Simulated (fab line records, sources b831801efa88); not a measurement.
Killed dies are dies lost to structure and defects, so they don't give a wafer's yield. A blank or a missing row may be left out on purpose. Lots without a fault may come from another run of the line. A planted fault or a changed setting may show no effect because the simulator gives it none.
A struck lot beside a sound one | flow gf180mcu | 14 steps out of a route of 602
Sound: wafers L554.2, L554.4, L554.6. Struck: wafers L558.2, L558.3, L558.5. The cause comes at the end.
At each step with rows: each side's tool, then ch and its chambers, then its first start. Under that, the readings that differ: sound wafers | struck wafers | difference of the means | sigmas: that difference in standard deviations of wafers without a fault.
alike: readings whose means differ by less than 2 such deviations, and words and numbers that are the same on both sides. not compared: withheld readings, readings that some wafer has no value for, bounds like >300 that may hide the same value, and numbers for which the record gives no deviation and whose values overlap.
The two part at a step that has a row with sigmas, a row that says differs or no value, or rows on one side only. Numbers that don't overlap but have no deviation are shown without sigmas and don't part them. A reading that every wafer of one side lacks parts them only if that side has two wafers or more.

GF_TOP_METAL_SPUTTER_01: material TiN, target thk 30 nm, time 25 s.
  sound on pvd_sputter-01, day 27 11:10; struck on pvd_sputter-03, day 28 19:45
  alike: throttle_valve_pct
GF_TOP_METAL_SPUTTER_02: material AlCu, target thk 900 nm, time 47.82 s.
  sound on pvd_sputter-01, day 27 11:12; struck on pvd_sputter-03, day 28 19:47
  alike: throttle_valve_pct
GF_TOP_METAL_SPUTTER_03: material Ti, target thk 5 nm, time 3.3 s.
  sound on pvd_sputter-01, day 27 11:15; struck on pvd_sputter-03, day 28 19:50
  alike: throttle_valve_pct
GF_TOP_METAL_SPUTTER_04: material TiN, target thk 25 nm, time 20.8 s.
  sound on pvd_sputter-01, day 27 11:16; struck on pvd_sputter-03, day 28 19:51
  alike: throttle_valve_pct
GF_TOP_METAL_RS_MEAS_05: measures by four-point-probe.
  sound on film_metro-04, day 27 11:19; struck on film_metro-04, day 28 19:53
  alike: TOP_METAL_ALCU_RS
GF_TOP_METAL_THK_MEAS_06: measures by xrf.
  sound on film_metro-04, day 27 11:25; struck on film_metro-04, day 28 20:00
  alike: TOP_METAL_ALCU_THK
then, 6 steps without rows for these wafers: GF_TOP_METAL_DEHYDRATE_07 (time 60 s); GF_TOP_METAL_HMDS_08 (prime time 60 s); GF_TOP_METAL_COAT_09 (resist thk 1500 nm); GF_TOP_METAL_SOFTBAKE_10 (time 60 s); GF_TOP_METAL_EXPOSE_11 (exposes mask MetalTop, target cd 440 nm); GF_TOP_METAL_PEB_12.
GF_TOP_METAL_DEVELOP_13: develop time 60 s.
  sound on litho_track-04 ch 0, day 28 07:30; struck on litho_track-02, day 29 14:32
  no value came back on the struck wafers for chill_plate_temp_C (C), develop_time_s (s); on the sound wafers chill_plate_temp_C (C) reads 22.96 22.96 23.09
GF_TOP_METAL_CD_MEAS_14: target cd 440 nm.
  sound on cd_sem-01, day 28 07:39; struck on cd_sem-02, day 29 14:40
  reading    | sound             | struck | difference                    | sigmas
  cd_nm (nm) | 441.3 439.0 439.6 | - - -  | no value on the struck wafers |

WHERE THEY PART
First at GF_TOP_METAL_DEVELOP_13; last, within this record, at GF_TOP_METAL_CD_MEAS_14.

WHY: what the simulator had put in
Skipped step whole: litho_track-02, from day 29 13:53 on, at GF_TOP_METAL_DEVELOP_13. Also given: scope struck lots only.
